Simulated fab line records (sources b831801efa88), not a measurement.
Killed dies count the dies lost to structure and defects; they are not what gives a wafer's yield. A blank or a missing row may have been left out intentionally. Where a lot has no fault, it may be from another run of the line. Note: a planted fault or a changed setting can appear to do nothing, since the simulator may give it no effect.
fab line records    flow sky130
record lots=6  wafers=18  last_day=50
route steps=708 shown METAL1@446 VIA1@458 PAD_OPEN@708
lots that met no fault: taken from a fault-free run of the same line
start_h: the number of hours between the record's first day and the start of the first shown wafer of the lot    wait_h: hours from the lot's prior step to this one    " as in the row above    L1.1+2: a row that stands for several wafers    - value missing, or start not given    * or withheld: withheld    < > ~ a bound
route shown NAME@n: NAME is a module with steps in the file, n the number in the route of the first one    usual: mean and standard deviation over wafers with no fault    same: alike in all rows    chamber/n: place in a boat    sites: each site's reading    _std_site: the standard deviation of these    _edge_site: inner sites' mean taken away from outer sites' mean    radius_mm: for every site, how far away it sits from the centre of the wafer    mask NAME#n: copy n    behind: tool/chamber where the wafer was last shaped    hold: the reason the lot was held/the length of the hold in hours/how it ended    device: which transistor (n, p or np) failed to switch    end of line: the tests these same wafers got at the end of their route    where a step has no rows: the recipe by itself    killed: not the wafer's yield, but the dies lost to structure and defects at the first sort    map: a wafer's dies, marking killed ones x, the rest . and places with no die _
set.NAME: the run value of the setting; set.NAME@STEP: its run value at that earlier step    model.NAME: the simulator's own value behind a step, which no gauge read
lots at selected steps of the route; one table per step, one row per wafer
services: a tool's chamber out of use, with start hour (start_h, from the record's first day; less than 0 if before it), hours out, and reason
## steps
# step SKY_METAL1_EXPOSE_12
# recipe mask_id=MM1  na=0.8  source_shape=annular  sigma_inner=0.55  sigma_outer=0.85  target_cd_nm=140  dose_mj=28
# step SKY_METAL1_PEB_13
# recipe peb_temp_c=withheld  peb_time_s=withheld  resist=KrF-thick
# step SKY_METAL1_DEVELOP_14
# recipe develop_time_s=60  resist=KrF-thick  dev_temp_c=20.57
# step SKY_METAL1_CD_MEAS_15
# recipe target_cd_nm=140
# usual cd_nm=139.5/1.4
lot.wafer  tool       chamber  start_h  wait_h  cd_nm
L201.1     cd_sem-02  -        790.52   -       138.3
L201.2     "          -        "        "       139.5
L201.4     "          -        "        "       139.9
L204.1     cd_sem-01  -        818.81   -       136.8
L204.2     "          -        "        "       139.0
L204.6     "          -        "        "       137.8
L214.1     cd_sem-02  -        890.87   -       140.4
L214.4     "          -        "        "       139.7
L214.6     "          -        "        "       141.5
L215.1     cd_sem-02  -        897.61   -       137.7
L215.4     "          -        "        "       138.8
L215.5     "          -        "        "       140.2
L217.3     cd_sem-02  -        912.11   -       137.9
L217.5     "          -        "        "       139.5
L217.6     "          -        "        "       137.8
L218.1     cd_sem-02  -        924.61   -       139.5
L218.2     "          -        "        "       139.9
L218.4     "          -        "        "       140.5
# step SKY_METAL1_OVL_MEAS_16
# usual METAL1_OVL=1/5.6
lot.wafer  tool        chamber  start_h  wait_h  METAL1_OVL[nm]
L201.1     overlay-01  -        790.64   0.1     3
L201.2     "           -        "        "       3
L201.4     "           -        "        "       5
L204.1     overlay-01  -        818.93   0.1     6
L204.2     "           -        "        "       11
L204.6     "           -        "        "       5
L214.1     overlay-01  -        890.99   0.1     5
L214.4     "           -        "        "       -2
L214.6     "           -        "        "       -5
L215.1     overlay-01  -        897.73   0.1     6
L215.4     "           -        "        "       14
L215.5     "           -        "        "       7
L217.3     overlay-01  -        912.20   0.1     12
L217.5     "           -        "        "       13
L217.6     "           -        "        "       2
L218.1     overlay-01  -        924.73   0.1     -4
L218.2     "           -        "        "       -1
L218.4     "           -        "        "       5
# step SKY_METAL1_DESCUM_17
# recipe chemistry=O2  source_power_w=150  bias_power_w=0  pressure_mtorr=10  temp_c=40  time_s=8
# usual drypump_motor_current_A=5.5/0.52  oes_product_au=1.002/0.011
lot.wafer  tool          chamber  start_h  wait_h  drypump_motor_current_A  oes_product_au  rf_hours_counter_h
L201.1     rie_metal-04  0        790.67   0.0     6.4                      0.994           2
L201.2     "             1        "        "       5.2                      0.977           3
L201.4     "             1        "        "       5.2                      0.981           -
L204.1     rie_metal-01  1        818.96   0.0     5.0                      1.007           11
L204.2     "             0        "        "       5.6                      1.015           7
L204.6     "             1        "        "       5.0                      1.011           -
L214.1     rie_metal-01  1        891.03   0.0     5.0                      1.013           14
L214.4     "             0        "        "       5.7                      1.012           -
L214.6     "             0        "        "       5.6                      1.019           -
L215.1     rie_metal-02  1        897.77   0.0     5.1                      1.005           15
L215.4     "             1        "        "       5.1                      1.005           -
L215.5     "             1        "        "       5.0                      1.003           -
L217.3     rie_metal-02  1        912.25   0.0     5.0                      0.985           -
L217.5     "             1        "        "       5.0                      0.993           -
L217.6     "             1        "        "       5.0                      0.989           -
L218.1     rie_metal-04  1        924.77   0.0     5.2                      1.000           8
L218.2     "             0        "        "       6.4                      1.007           7
L218.4     "             1        "        "       5.2                      0.987           -
# step SKY_METAL1_ETCH_18
# recipe chemistry=N2/H2  target=BARC  ion_energy_ev=200  bias_w=100  pressure_mtorr=30  n2_flow_sccm=100  h2_flow_sccm=200  icp_w=500  stop_on=SiO2  time_s=45.9  target_depth_a=600
# usual drypump_motor_current_A=5.5/0.52  oes_product_au=0.854/0.0048  throttle_valve_pct=13.224/0.0089
lot.wafer  tool          chamber  start_h  wait_h  drypump_motor_current_A  oes_product_au  rf_hours_counter_h  throttle_valve_pct
L201.1     rie_metal-04  0        790.71   0.0     6.4                      0.859           2                   13.225
L201.2     "             1        "        "       5.2                      0.849           3                   13.216
L201.4     "             1        "        "       5.2                      0.858           -                   13.245
L204.1     rie_metal-01  1        819.01   0.0     5.0                      0.854           11                  13.222
L204.2     "             0        "        "       5.7                      0.851           7                   13.225
L204.6     "             1        "        "       5.0                      0.857           -                   13.223
L214.1     rie_metal-01  1        891.06   0.0     5.0                      0.853           14                  13.229
L214.4     "             0        "        "       5.7                      0.860           -                   13.228
L214.6     "             0        "        "       5.7                      0.848           -                   13.229
L215.1     rie_metal-02  1        897.83   0.1     5.1                      0.858           16                  13.205
L215.4     "             1        "        "       5.1                      0.859           -                   13.222
L215.5     "             1        "        "       5.1                      0.856           -                   13.223
L217.3     rie_metal-02  1        912.33   0.1     5.1                      0.846           -                   13.226
L217.5     "             1        "        "       5.1                      0.859           -                   13.212
L217.6     "             1        "        "       5.1                      0.852           -                   13.231
L218.1     rie_metal-04  1        924.80   0.0     5.2                      0.853           8                   13.232
L218.2     "             0        "        "       6.4                      0.852           7                   13.222
L218.4     "             1        "        "       5.2                      0.851           -                   13.237
# step SKY_METAL1_METAL_ETCH_19
# recipe target_depth_a=3600  stop_on=SiO2  over_etch_frac=0.3  time_s=78  chemistry=Cl2/BCl3  resist_sidewall_deg=88  pressure_mtorr=10  icp_w=900  bias_w=48.5  Cl2_flow_sccm=60  bcl3_flow_sccm=30
# usual drypump_motor_current_A=5.5/0.52  oes_product_au=0.855/0.0058  throttle_valve_pct=22.263/0.0087
# same over_etch_frac=0.3
lot.wafer  tool          chamber  start_h  wait_h  drypump_motor_current_A  oes_product_au  rf_hours_counter_h  throttle_valve_pct
L201.1     rie_metal-04  0        790.77   0.0     6.4                      0.855           2                   22.267
L201.2     "             1        "        "       5.2                      0.850           3                   22.249
L201.4     "             1        "        "       5.2                      0.847           -                   22.265
L204.1     rie_metal-01  1        819.09   0.1     5.0                      0.852           11                  22.266
L204.2     "             0        "        "       5.7                      0.858           7                   22.247
L204.6     "             1        "        "       5.0                      0.859           -                   22.265
L214.1     rie_metal-01  1        891.12   0.0     5.0                      0.862           14                  22.272
L214.4     "             0        "        "       5.6                      0.852           -                   22.258
L214.6     "             0        "        "       5.6                      0.855           -                   22.257
L215.1     rie_metal-02  1        897.95   0.1     5.0                      0.849           16                  22.268
L215.4     "             1        "        "       5.0                      0.846           -                   22.252
L215.5     "             1        "        "       5.0                      0.852           -                   22.246
L217.3     rie_metal-02  1        912.48   0.1     5.0                      0.859           -                   22.283
L217.5     "             1        "        "       5.0                      0.861           -                   22.261
L217.6     "             1        "        "       5.0                      0.863           -                   22.258
L218.1     rie_metal-04  1        924.86   0.0     5.2                      0.853           8                   22.263
L218.2     "             0        "        "       6.4                      0.858           7                   22.258
L218.4     "             1        "        "       5.2                      0.853           -                   22.259
# step SKY_METAL1_STRIP_20
# recipe chemistry=O2/N2  power_w=1400  pressure_mtorr=1500  platen_temp_c=withheld  o2_flow_sccm=3000  n2_flow_sccm=300  overash_fraction=0.5
# usual drypump_motor_current_A=5.78/0.29  oes_product_au=0.342/0.0046  strip_time_to_endpoint_s=2.69/0.049
lot.wafer  tool             chamber  start_h  wait_h  drypump_motor_current_A  oes_product_au  rf_hours_counter_h  strip_time_to_endpoint_s
L201.1     plasma_asher-02  0        790.86   0.1     6.05                     0.340           97                  2.68
L201.2     "                1        "        "       5.60                     0.352           97                  2.76
L201.4     "                1        "        "       5.62                     0.344           -                   2.76
L204.1     plasma_asher-01  1        819.21   0.1     5.79                     0.341           7                   2.67
L204.2     "                0        "        "       6.01                     0.342           7                   2.59
L204.6     "                1        "        "       5.80                     0.346           -                   2.69
L214.1     plasma_asher-04  1        891.21   0.1     5.82                     0.337           44                  2.64
L214.4     "                1        "        "       5.86                     0.348           -                   2.66
L214.6     "                1        "        "       5.87                     0.346           -                   2.63
L215.1     plasma_asher-01  0        898.13   0.1     6.03                     0.345           15                  2.73
L215.4     "                1        "        "       5.78                     0.337           -                   2.73
L215.5     "                0        "        "       6.01                     0.340           -                   2.75
L217.3     plasma_asher-01  0        912.63   0.1     6.00                     0.350           -                   2.73
L217.5     "                1        "        "       5.78                     0.345           -                   2.76
L217.6     "                0        "        "       5.98                     0.344           -                   2.73
L218.1     plasma_asher-04  0        924.95   0.1     5.17                     0.346           47                  2.75
L218.2     "                1        "        "       5.83                     0.345           47                  2.69
L218.4     "                0        "        "       5.17                     0.351           -                   2.74
# step SKY_METAL1_STRIP_21
# recipe chemistry=post_etch_residue_remover  time_s=1200  temp_c=72.5
# step SKY_METAL1_CLEAN_22
# recipe chemistry=IPA  time_s=180  temp_c=25
# step SKY_METAL1_CLEAN_23
# recipe chemistry=O3/DIW  dry=n2_spin
# step SKY_VIA1_HDPCVD_00
# recipe material=SiO2  target_thk_nm=1030  sigma_open_frac=0.3  time_s=171.7  temp_c=400  sih4_flow_sccm=60  pressure_mtorr=6
# usual sih4_flow_sccm=60.01/0.2
lot.wafer  tool       chamber  start_h  wait_h  sih4_flow_sccm  model.SiO2_of_VIA1_HDPCVD_00.thk_nm
L201.1     hdpcvd-01  2        791.85   0.0     60.13           1032
L201.2     "          1        "        "       60.02           1030
L201.4     "          0        "        "       60.00           1031
L204.1     hdpcvd-02  2        820.23   0.0     60.02           1040
L204.2     "          0        "        "       60.33           1036
L204.6     "          0        "        "       60.28           1046
L214.1     hdpcvd-01  1        891.80   0.0     59.94           1032
L214.4     "          0        "        "       29.87           532.6
L214.6     "          1        "        "       59.88           1020
L215.1     hdpcvd-01  0        898.73   0.0     30.16           504.9
L215.4     "          0        "        "       29.98           509.8
L215.5     "          2        "        "       59.80           1039
L217.3     hdpcvd-02  1        913.27   0.0     59.96           1016
L217.5     "          2        "        "       60.21           1034
L217.6     "          1        "        "       60.03           1015
L218.1     hdpcvd-02  1        925.54   0.0     59.89           1029
L218.2     "          0        "        "       59.77           1055
L218.4     "          2        "        "       59.88           1027
# step SKY_VIA1_THK_MEAS_01
# recipe reads=SiO2_of_VIA1_HDPCVD_00
# usual VIA1_HDPCVD_THK=1033/12
lot.wafer  tool           chamber  start_h  wait_h  VIA1_HDPCVD_THK[nm]
L201.1     film_metro-04  -        791.97   0.1     1031
L201.2     "              -        "        "       1029
L201.4     "              -        "        "       1032
L204.1     film_metro-03  -        820.40   0.1     1041
L204.2     "              -        "        "       1036
L204.6     "              -        "        "       1046
L214.1     film_metro-03  -        891.91   0.1     1032
L214.4     "              -        "        "       533
L214.6     "              -        "        "       1021
L215.1     film_metro-04  -        898.84   0.1     505
L215.4     "              -        "        "       510
L215.5     "              -        "        "       1040
L217.3     film_metro-04  -        913.40   0.1     1016
L217.5     "              -        "        "       1035
L217.6     "              -        "        "       1016
L218.1     film_metro-04  -        925.68   0.1     1028
L218.2     "              -        "        "       1055
L218.4     "              -        "        "       1026
# step SKY_VIA1_CMP_02
# recipe material=SiO2  down_force_psi=4  platen_rpm=59.07  pad_velocity_m_s=0.94248
# usual head_pressure_psi=3.999/0.0079  motor_current_A=11.9/1.1
lot.wafer  tool    chamber  start_h  wait_h  head_pressure_psi  motor_current_A
L201.1     cmp-02  0        792.03   0.1     4.012              12.9
L201.2     "       1        "        "       4.013              11.9
L201.4     "       2        "        "       3.999              11.0
L204.2     cmp-01  2        820.51   0.1     3.998              14.3
L204.1     "       3        "        "       4.008              11.7
L204.6     "       1        "        "       4.012              10.9
L214.4     cmp-01  2        891.97   0.0     3.996              13.9
L214.1     "       0        "        "       4.008              11.6
L214.6     "       2        "        "       3.998              14.2
L215.1     cmp-02  1        898.90   0.1     4.005              11.4
L215.4     "       2        "        "       4.005              11.5
L215.5     "       1        "        "       4.004              10.8
L217.3     cmp-01  1        913.54   0.1     3.999              11.2
L217.6     "       3        "        "       3.995              11.2
L217.5     "       0        "        "       3.998              11.5
L218.2     cmp-02  3        925.76   0.1     4.011              11.9
L218.4     "       0        "        "       3.991              13.3
L218.1     "       2        "        "       3.994              11.2
# step SKY_PAD_OPEN_PROBE_99
# usual defect_limited_yield=82.7/1.9  killed_at_M0_to_M3=43/7.3  killed_at_M4_up=3.2/1.9  killed_at_contacts=24/5.5  killed_at_front_end=15/4.7  killed_at_other=0.5/0.75  killed_dies=85/9.5  killed_open=46/7  killed_short=38/7.4
# same gross_dies=492  killed_at_back_side=0
lot.wafer  tool       chamber  start_h  wait_h  defect_limited_yield[%]  killed_at_M0_to_M3  killed_at_M4_up  killed_at_contacts  killed_at_front_end  killed_at_other  killed_dies  killed_open  killed_short  model.etest.tester.sort_n_pass  model.etest.tester.sort_yield_pct  model.etest.tester.sort_bin_3_pct  model.etest.met2_comb.leak_log10_a_um
L201.1     prober-02  -        1104.44  0.1     83.5                     44                  1                25                  11                   0                81           40           41            411                             83.54                              0.4065                             -12.02
L201.2     prober-02  -        1104.49  0.1     83.1                     44                  3                22                  14                   0                83           42           41            408                             82.93                              1.423                              -12.12
L201.4     prober-02  -        1104.59  0.2     81.7                     50                  2                26                  11                   1                90           48           42            402                             81.71                              2.033                              -12.09
L204.1     prober-01  -        1127.78  0.1     80.9                     42                  4                27                  20                   1                94           46           48            398                             80.89                              0.813                              -12.04
L204.2     prober-01  -        1127.83  0.1     83.1                     50                  0                19                  14                   0                83           43           40            409                             83.13                              0.813                              -11.98
L204.6     prober-01  -        1128.03  0.2     84.3                     35                  1                26                  14                   1                77           40           36            414                             84.15                              0.6098                             -11.91
L214.1     prober-01  -        1175.83  0.1     84.6                     36                  2                24                  14                   0                76           49           27            415                             84.35                              1.22                               -12.01
L214.4     prober-01  -        1175.98  0.2     85.4                     41                  0                14                  17                   0                72           40           32            294                             59.76                              26.42                              -7.512
L214.6     prober-01  -        1176.08  0.2     83.7                     46                  4                20                  9                    1                80           42           38            411                             83.54                              0.813                              -11.98
L215.1     prober-02  -        1180.77  0.1     84.1                     34                  2                22                  20                   0                78           42           36            260                             52.85                              30.69                              -7.145
L215.4     prober-02  -        1180.92  0.2     84.1                     34                  1                26                  17                   0                78           50           27            249                             50.61                              33.94                              -7.094
L215.5     prober-02  -        1180.97  0.2     86.4                     35                  1                20                  11                   0                67           34           33            413                             83.94                              0.813                              -11.94
L217.3     prober-01  -        1192.33  0.2     83.7                     40                  3                17                  19                   1                80           46           34            412                             83.74                              1.22                               -11.96
L217.5     prober-01  -        1192.43  0.2     80.7                     58                  5                19                  11                   2                95           45           50            397                             80.69                              1.423                              -12.11
L217.6     prober-01  -        1192.48  0.2     83.1                     43                  1                29                  10                   0                83           49           34            409                             83.13                              1.829                              -11.78
L218.1     prober-02  -        1198.88  0.1     80.5                     42                  3                33                  16                   2                96           50           44            394                             80.08                              1.423                              -11.91
L218.2     prober-02  -        1198.93  0.1     83.1                     30                  2                38                  13                   0                83           47           35            408                             82.93                              0.813                              -11.94
L218.4     prober-02  -        1199.03  0.2     83.5                     33                  4                24                  19                   1                81           40           40            410                             83.33                              1.016                              -11.89
# killed by level:class
L201.1 CONTACT:geometric_particle:open=9 LI_CONTACT:geometric_particle:open=7 VIA1:geometric_particle:open=7 VIA1:geometric_particle:short=7 METAL2:geometric_particle:short=6 METAL1:geometric_particle:short=6 FIELD_ISO:geometric_particle:open=4 VIA3:geometric_particle:open=4
L201.2 VIA1:geometric_particle:open=13 CONTACT:geometric_particle:open=8 CONTACT:geometric_particle:short=8 METAL2:geometric_particle:short=6 FIELD_ISO:geometric_particle:open=5 FIELD_ISO:geometric_particle:short=5 METAL1:geometric_particle:short=5 VIA3:geometric_particle:open=5
L201.4 VIA1:geometric_particle:open=15 LI_CONTACT:geometric_particle:open=10 VIA1:geometric_particle:short=8 METAL2:geometric_particle:short=7 METAL1:geometric_particle:short=5 CONTACT:geometric_particle:open=5 VIA2:geometric_particle:open=5 LI_CONTACT:geometric_particle:short=4
L204.1 VIA1:geometric_particle:open=11 CONTACT:geometric_particle:open=8 LI_CONTACT:geometric_particle:open=6 LOCAL_INTERCONNECT:geometric_particle:short=5 VIA1:geometric_particle:short=5 VIA2:geometric_particle:short=5 VIA3:geometric_particle:open=5 FIELD_ISO:geometric_particle:short=4
L204.2 VIA1:geometric_particle:open=10 VIA2:geometric_particle:open=9 CONTACT:geometric_particle:open=7 METAL1:geometric_particle:short=7 VIA1:geometric_particle:short=6 FIELD_ISO:geometric_particle:short=5 LI_CONTACT:geometric_particle:open=4 LOCAL_INTERCONNECT:geometric_particle:short=4
L204.6 CONTACT:geometric_particle:open=11 VIA1:geometric_particle:open=7 LOCAL_INTERCONNECT:geometric_particle:short=6 POLY_GATE:geometric_particle:short=4 VIA3:geometric_particle:open=4 LI_CONTACT:geometric_particle:open=4 METAL1:geometric_particle:short=4 VIA1:geometric_particle:short=4
L214.1 VIA1:geometric_particle:open=10 CONTACT:geometric_particle:open=8 LI_CONTACT:geometric_particle:open=7 METAL1:geometric_particle:short=6 VIA2:geometric_particle:open=6 VIA3:geometric_particle:open=6 CONTACT:geometric_particle:short=5 FIELD_ISO:geometric_particle:open=4
L214.4 VIA1:geometric_particle:open=7 VIA3:geometric_particle:open=7 LI_CONTACT:geometric_particle:open=6 FIELD_ISO:geometric_particle:short=5 FIELD_ISO:geometric_particle:open=5 METAL1:geometric_particle:short=5 CONTACT:geometric_particle:open=4 VIA1:geometric_particle:short=4
L214.6 VIA2:geometric_particle:open=11 CONTACT:geometric_particle:open=8 METAL1:geometric_particle:short=8 VIA1:geometric_particle:short=7 LI_CONTACT:geometric_particle:open=6 POLY_GATE:geometric_particle:short=4 CONTACT:geometric_particle:short=4 METAL4:geometric_particle:short=4
L215.1 CONTACT:geometric_particle:open=9 POLY_GATE:geometric_particle:short=7 LI_CONTACT:geometric_particle:open=7 VIA1:geometric_particle:open=7 POLY_GATE:geometric_particle:open=5 VIA1:geometric_particle:short=5 METAL1:geometric_particle:short=4 VIA2:geometric_particle:open=4
L215.4 CONTACT:geometric_particle:open=10 VIA1:geometric_particle:open=9 LI_CONTACT:geometric_particle:open=6 LOCAL_INTERCONNECT:geometric_particle:short=6 VIA3:geometric_particle:open=6 POLY_GATE:geometric_particle:open=5 FIELD_ISO:geometric_particle:open=4 CONTACT:geometric_particle:short=4
L215.5 CONTACT:geometric_particle:open=8 VIA2:geometric_particle:open=8 METAL1:geometric_particle:short=7 LI_CONTACT:geometric_particle:open=5 VIA1:geometric_particle:open=5 FIELD_ISO:geometric_particle:short=4 METAL2:geometric_particle:short=4 POLY_GATE:geometric_particle:open=3
L217.3 VIA1:geometric_particle:open=13 VIA1:geometric_particle:short=7 VIA2:geometric_particle:open=7 FIELD_ISO:geometric_particle:short=6 CONTACT:geometric_particle:open=6 POLY_GATE:geometric_particle:open=5 FIELD_ISO:geometric_particle:open=4 METAL2:geometric_particle:short=4
L217.5 VIA1:geometric_particle:open=13 VIA1:geometric_particle:short=11 VIA3:geometric_particle:open=11 CONTACT:geometric_particle:open=9 VIA3:geometric_particle:short=6 METAL2:geometric_particle:short=5 POLY_GATE:geometric_particle:short=4 VIA2:geometric_particle:short=4
L217.6 CONTACT:geometric_particle:open=12 VIA3:geometric_particle:open=9 METAL1:geometric_particle:short=8 VIA1:geometric_particle:open=8 LI_CONTACT:geometric_particle:open=6 VIA2:geometric_particle:open=6 CONTACT:geometric_particle:short=5 VIA1:geometric_particle:short=5
L218.1 VIA1:geometric_particle:open=11 LOCAL_INTERCONNECT:geometric_particle:short=9 CONTACT:geometric_particle:open=8 VIA2:geometric_particle:open=7 CONTACT:geometric_particle:short=7 METAL1:geometric_particle:short=7 LI_CONTACT:geometric_particle:open=6 VIA3:geometric_particle:open=6
L218.2 CONTACT:geometric_particle:open=15 LI_CONTACT:geometric_particle:open=9 VIA2:geometric_particle:open=8 VIA3:geometric_particle:open=6 POLY_GATE:geometric_particle:short=5 LI_CONTACT:geometric_particle:short=5 LOCAL_INTERCONNECT:geometric_particle:short=5 CONTACT:geometric_particle:short=4
L218.4 CONTACT:geometric_particle:open=9 FIELD_ISO:geometric_particle:open=8 LOCAL_INTERCONNECT:geometric_particle:short=8 VIA1:geometric_particle:open=8 FIELD_ISO:geometric_particle:short=5 METAL2:geometric_particle:short=5 METAL1:geometric_particle:short=4 VIA3:geometric_particle:open=4
## services
tool             chamber  start_h  hours  kind
cmp-01           -        777.04   2.4    repair
cmp-02           -        782.32   0.3    repair
rie_metal-02     -        798.20   0.2    repair
hdpcvd-02        -        803.94   0.7    repair
plasma_asher-02  -        806.72   0.6    repair
hdpcvd-01        1        810.16   5.1    repair
hdpcvd-02        1        814.92   9.5    repair
cmp-02           -        820.89   0.3    repair
cmp-01           -        823.42   4.8    pm
rie_metal-02     -        827.17   1.4    pm
plasma_asher-04  -        830.16   7.1    repair
rie_metal-02     0        837.55   3.2    repair
rie_metal-02     0        889.52   -      clean
rie_metal-02     0        889.52   32.9   scheduled_down
rie_metal-02     0        889.52   32.9   vent_cycle
hdpcvd-02        -        921.70   2.8    pm
rie_metal-02     1        922.37   -      clean
rie_metal-02     1        922.37   16.9   scheduled_down
rie_metal-02     1        922.37   16.9   vent_cycle
## key
first_sign step=SKY_VIA1_HDPCVD_00  reading=sih4_flow_sccm  direction=down  sigmas=99+  usual=60.01  struck=30.01
effect step=SKY_VIA1_THK_MEAS_01  reading=VIA1_HDPCVD_THK  direction=down  sigmas=44  usual=1033  struck=516
model_effect step=SKY_VIA1_HDPCVD_00  value=SiO2_of_VIA1_HDPCVD_00.thk_nm  without=1031  struck=515.8
model_effect step=SKY_PAD_OPEN_PROBE_99  value=etest.tester.sort_n_pass  without=413.7  struck=267.7
met_at SKY_VIA1_HDPCVD_00
struck_wafers L214.4,L215.1,L215.4
onset_between 791.85 891.80
fault kind=process_parameter_drift  tool=hdpcvd-01  chamber=0  onset_h=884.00  steps=SKY_VIA1_HDPCVD_00  channel=sih4_flow_sccm  offset=-30  shape=step  end_h=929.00  acts_in=these_recipes_only  stated=60
